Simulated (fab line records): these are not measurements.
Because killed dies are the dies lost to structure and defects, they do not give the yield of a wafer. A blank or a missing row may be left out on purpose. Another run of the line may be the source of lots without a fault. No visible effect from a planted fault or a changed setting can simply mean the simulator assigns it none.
The tool behind it: which one?    flow gf180mcu    36 wafers from 12 lots sampled at 3 of the route's 602 steps

## WHAT THE GAUGES READ, wafer by wafer
GF_PSD_RS_MEAS_14: the measuring method here is four-point-probe. Usual: NSD_RS gives 46.19 ohm/sq (standard deviation 0.085).
lot   measured      on             NSD_RS (ohm/sq)    flag
L133  day 14 02:32  film_metro-02  46.22 46.19 46.19  
L136  day 15 04:15  film_metro-03  46.19 46.26 46.35  
L137  day 15 11:49  film_metro-03  46.20 46.10 46.10  
L139  day 16 07:56  film_metro-02  40.79 40.94 40.95  OFF
L145  day 18 19:04  film_metro-02  40.73 40.77 40.70  OFF
L146  day 19 02:53  film_metro-02  40.97 40.94 40.85  OFF
L150  day 20 04:45  film_metro-03  46.12 46.07 46.21  
L151  day 20 16:46  film_metro-03  46.11 46.27 46.18  
L152  day 20 19:11  film_metro-02  46.20 46.19 46.20  
L153  day 21 13:35  film_metro-02  46.21 46.08 46.10  
L155  day 21 20:36  film_metro-02  46.05 46.21 46.18  
L156  day 22 06:42  film_metro-04  46.22 46.18 46.29  

## TOOL THAT RAN EACH LOT (tool first, then ch and the chambers of the sampled wafers, then the start)
lot   GF_NSD_IMPLANT_10                GF_NSD_STRIP_11
L133  implanter-03 ch 0, day 13 06:17  plasma_asher-01 ch 0,1, day 13 06:26
L136  implanter-04 ch 0, day 14 06:38  plasma_asher-04 ch 0,1, day 14 06:47
L137  implanter-03 ch 0, day 14 13:53  plasma_asher-01 ch 0,1, day 14 14:02
L139  implanter-01 ch 0, day 15 09:26  plasma_asher-01 ch 0,1, day 15 09:55
L145  implanter-04 ch 0, day 17 19:05  plasma_asher-01 ch 0,1, day 17 19:32
L146  implanter-03 ch 0, day 18 02:44  plasma_asher-03 ch 0,1, day 18 03:12
L150  implanter-03 ch 0, day 19 03:34  plasma_asher-04 ch 0,1, day 19 03:41
L151  implanter-01 ch 0, day 19 16:10  plasma_asher-01 ch 0,1, day 19 16:17
L152  implanter-04 ch 0, day 19 18:50  plasma_asher-03 ch 0,1, day 19 18:59
L153  implanter-03 ch 0, day 20 13:08  plasma_asher-01 ch 0,1, day 20 13:17
L155  implanter-04 ch 0, day 20 20:10  plasma_asher-01 ch 1, day 20 20:17
L156  implanter-01 ch 0, day 21 06:22  plasma_asher-01 ch 0, day 21 06:29
- GF_NSD_IMPLANT_10
- GF_NSD_STRIP_11: strips in O2/N2.

## WHAT THE TOOLS THEMSELVES READ (means of the sampled wafers that have a number; where no wafer has one, the mark that the record gives instead)
GF_NSD_IMPLANT_10. Usual: dose_ions_cm2 5e+14, standard deviation 5.5e+11.
lot   tool          dose_ions_cm2  flag
L133  implanter-03  5e+14          
L136  implanter-04  5e+14          
L137  implanter-03  5e+14          
L139  implanter-01  5e+14          
L145  implanter-04  5e+14          
L146  implanter-03  5e+14          
L150  implanter-03  5e+14          
L151  implanter-01  5e+14          
L152  implanter-04  5e+14          
L153  implanter-03  5e+14          
L155  implanter-04  5e+14          
L156  implanter-01  5e+14          

GF_NSD_STRIP_11. Usual: drypump_motor_current_A 5.6 A, standard deviation 0.32; heater_power_w 326 W, standard deviation 23; oes_product_au 0.487 a.u., standard deviation 0.0041; strip_time_to_endpoint_s 22.95 s, standard deviation 0.044.
lot   tool             drypump_motor_current_A (A)  heater_power_w (W)  oes_product_au (a.u.)  strip_time_to_endpoint_s (s)  flag
L133  plasma_asher-01  5.8                          327                 0.484                  23.05                         
L136  plasma_asher-04  5.6                          309                 0.484                  23.00                         
L137  plasma_asher-01  5.7                          308                 0.489                  22.97                         
L139  plasma_asher-01  5.8                          327                 0.483                  23.46                         OFF
L145  plasma_asher-01  5.7                          310                 0.483                  23.54                         OFF
L146  plasma_asher-03  5.6                          360                 0.480                  23.42                         OFF
L150  plasma_asher-04  5.6                          307                 0.488                  22.94                         
L151  plasma_asher-01  5.7                          327                 0.484                  23.02                         
L152  plasma_asher-03  5.8                          343                 0.490                  22.90                         
L153  plasma_asher-01  5.8                          345                 0.486                  22.90                         
L155  plasma_asher-01  5.6                          319                 0.486                  22.88                         
L156  plasma_asher-01  5.9                          361                 0.491                  22.96                         

## THE ANSWER, worked out from the rows above alone
Rule: a lot counts as off when the mean over its wafers that have a number is more than 3 standard deviations away from the usual mean. Also off: a lot with no number at a reading for which 4 or more lots have one. The other lots that the step has rows for count as sound. After the gauges, taken in route order, come the tools' own readings; for these a lot's mean is taken, as printed above. The first step at which some lot is off is used, and at that step the reading that is off furthest; a lot without a number counts as furthest.
Off: L139, L145, L146, seen at GF_PSD_RS_MEAS_14 (NSD_RS).
If a tool, at a process step before that reading, ran all the lots that are off and no sound lot after the first of them, it fits. Not tried: the gauges at GF_PSD_RS_MEAS_14; whatever is off there is also off at GF_NSD_STRIP_11, on other tools, and gauge error can't account for it. No candidate that was tried fits.

## WHAT THE SIMULATOR HAD INSERTED
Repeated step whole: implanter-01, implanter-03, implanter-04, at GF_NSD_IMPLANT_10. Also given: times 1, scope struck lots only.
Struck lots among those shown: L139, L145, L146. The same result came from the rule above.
